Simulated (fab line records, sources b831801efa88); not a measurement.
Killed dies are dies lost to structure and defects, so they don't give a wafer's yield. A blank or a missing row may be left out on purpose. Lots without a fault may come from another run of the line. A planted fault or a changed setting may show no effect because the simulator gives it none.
One fault seen from 2 desks | flow gf180mcu | each desk has only its own numbers; what lay behind them comes last

THE TOOL OWNER'S DESK: implanter-04
The tool's own readings at GF_MVPSD_IMPLANT_09: means of the sampled wafers that have a number, for each lot that ran on this tool. A lot is out of limits, marked OUT, if its mean lies more than 4 standard deviations from the usual mean; the brackets give that distance.
Columns: A = beam_energy_keV at GF_MVPSD_IMPLANT_09, usual 39.999; B = faraday_current_uA at GF_MVPSD_IMPLANT_09, usual 28.2
lot  | first seen here | A      | B
L261 | day 5 00:13     | 40.009 | 28.1
L264 | day 5 20:08     | 40.003 | 28.3
L265 | day 6 02:59     | 40.009 | 28.5
L267 | day 6 16:18     | 39.994 | 28.5
L269 | day 7 01:10     | 40.008 | 28.0
L273 | day 8 02:02     | 39.988 | 28.3
L277 | day 9 00:46     | 39.999 | 28.4
This desk's finding: nothing out of limits on any of the 7 lots.

THE METROLOGY DESK
What the gauges read, lot by lot, whatever tool the lot ran on: means of the sampled wafers that have a number. A lot is out of limits, marked OUT, if its mean lies more than 4 standard deviations from the usual mean; the brackets give that distance.
Columns: A = STI_OXIDATION_02_THK at GF_STI_THK_MEAS_30, usual 10.09 nm; B = MVPSD_RS at GF_VT_IMPLANT_RS_MEAS_49, usual 1168 ohm/sq; C = HV_LDD_CVD_54_THK at GF_HV_LDD_THK_MEAS_55, usual 10.03 nm
lot  | first seen here | A     | B    | C
L261 | day 2 05:40     | 9.83  | 1169 | 9.96
L264 | day 2 21:49     | 9.80  | 1172 | 10.20
L265 | day 3 02:43     | 10.00 | 1166 | 10.18
L267 | day 3 15:23     | 9.87  | 1166 | 10.01
L268 | day 3 18:31     | 10.21 | 1163 | 9.86
L269 | day 3 23:01     | 10.13 | 1171 | 9.93
L273 | day 4 20:29     | 10.42 | 1172 | 10.00
L275 | day 5 06:07     | 10.17 | 1166 | 10.17
L277 | day 5 16:52     | 10.20 | 1171 | 10.20
L279 | day 6 05:26     | 10.29 | 1169 | 9.83
L280 | day 6 10:59     | 9.89  | 1166 | 9.78
L281 | day 6 14:21     | 10.18 | 1166 | 9.97
L282 | day 6 18:32     | 10.13 | 1170 | 10.05
This desk's finding: nothing out of limits on any of the 13 lots.

PUT TOGETHER
The tool owner's desk saw nothing out of limits.
The metrology desk saw nothing out of limits.

WHAT THE SIMULATOR HAD PUT IN
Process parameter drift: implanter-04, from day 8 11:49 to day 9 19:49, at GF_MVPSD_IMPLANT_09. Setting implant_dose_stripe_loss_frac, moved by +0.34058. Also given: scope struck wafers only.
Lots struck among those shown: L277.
